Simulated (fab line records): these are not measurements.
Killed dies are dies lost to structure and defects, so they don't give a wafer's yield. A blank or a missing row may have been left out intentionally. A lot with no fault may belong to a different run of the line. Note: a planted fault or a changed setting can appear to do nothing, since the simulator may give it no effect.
2 desks looking at one fault :: flow gf180mcu :: what lay behind the numbers comes last; until then each desk has only its own

## DESK OF THE TOOL OWNER: wet bench-01
The tool's own readings at GF_SAB_WET_ETCH_12 (etches SiO2 in dHF, target depth 22 nm, time 440 s): means of the sampled wafers that have a number, for each lot that ran on this tool. A lot is out of limits, marked OUT, if its mean lies more than 4 standard deviations from the usual mean; the brackets give that distance.
Columns: A = run length s at GF_SAB_WET_ETCH_12, usual 468 s
lot: L526
first seen here: day 15 08:25
A: 465

lot: L527
first seen here: day 15 22:16
A: 468

lot: L528
first seen here: day 16 10:11
A: 338 (-42) OUT

lot: L530
first seen here: day 16 23:01
A: 331 (-44) OUT

lot: L540
first seen here: day 20 04:20
A: 473

lot: L541
first seen here: day 20 16:04
A: 466

lot: L549
first seen here: day 22 15:56
A: 465
This desk's verdict: out of limits on L528, L530, starting with L528 at day 16 10:11 (run length s at GF_SAB_WET_ETCH_12). In limits: L526, L527, L540, L541, L549.

## THE METROLOGY DESK
What the gauges read for every lot (on any tool): the sampled wafers with a number, averaged. A lot is out of limits, marked OUT, if its mean lies more than 4 standard deviations from the usual mean; the brackets give that distance.
Columns: A = SALICIDE_TIN_RS at GF_SALICIDE_RS_MEAS_04, usual 16.31 ohm/sq
lot: L526
first seen here: day 15 08:49
A: 16.04

lot: L527
first seen here: day 15 22:38
A: 16.31

lot: L528
first seen here: day 16 10:34
A: 16.23

lot: L530
first seen here: day 16 23:23
A: 16.47

lot: L532
first seen here: day 17 14:41
A: 15.71

lot: L539
first seen here: day 19 20:34
A: 16.36

lot: L540
first seen here: day 20 04:43
A: 16.40

lot: L541
first seen here: day 20 16:27
A: 16.70

lot: L542
first seen here: day 21 03:04
A: 16.13

lot: L543
first seen here: day 21 09:29
A: 16.06

lot: L544
first seen here: day 21 13:18
A: 16.46

lot: L545
first seen here: day 22 00:57
A: 16.68

lot: L548
first seen here: day 22 15:22
A: 16.58

lot: L549
first seen here: day 22 16:22
A: 16.17
Finding of this desk: none of the 14 lots has anything out of limits.

## PUT TOGETHER
The tool owner's desk had the chance to raise an alarm at day 16 10:11 on L528, L530.
From the metrology desk's view, nothing was out of limits.
The metrology desk holds a record of L528, L530, inside its limits.
Of the lots named, all ran GF_SAB_WET_ETCH_12 on wet bench-01.

## WHAT HAD BEEN PUT IN BY THE SIMULATOR
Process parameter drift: wet bench-01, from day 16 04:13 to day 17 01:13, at GF_SAB_WET_ETCH_12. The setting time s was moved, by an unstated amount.
Shown lots that were struck: L528, L530.
Hours from the fault's start to each desk's first reading out of limits: the tool owner's desk, 6.
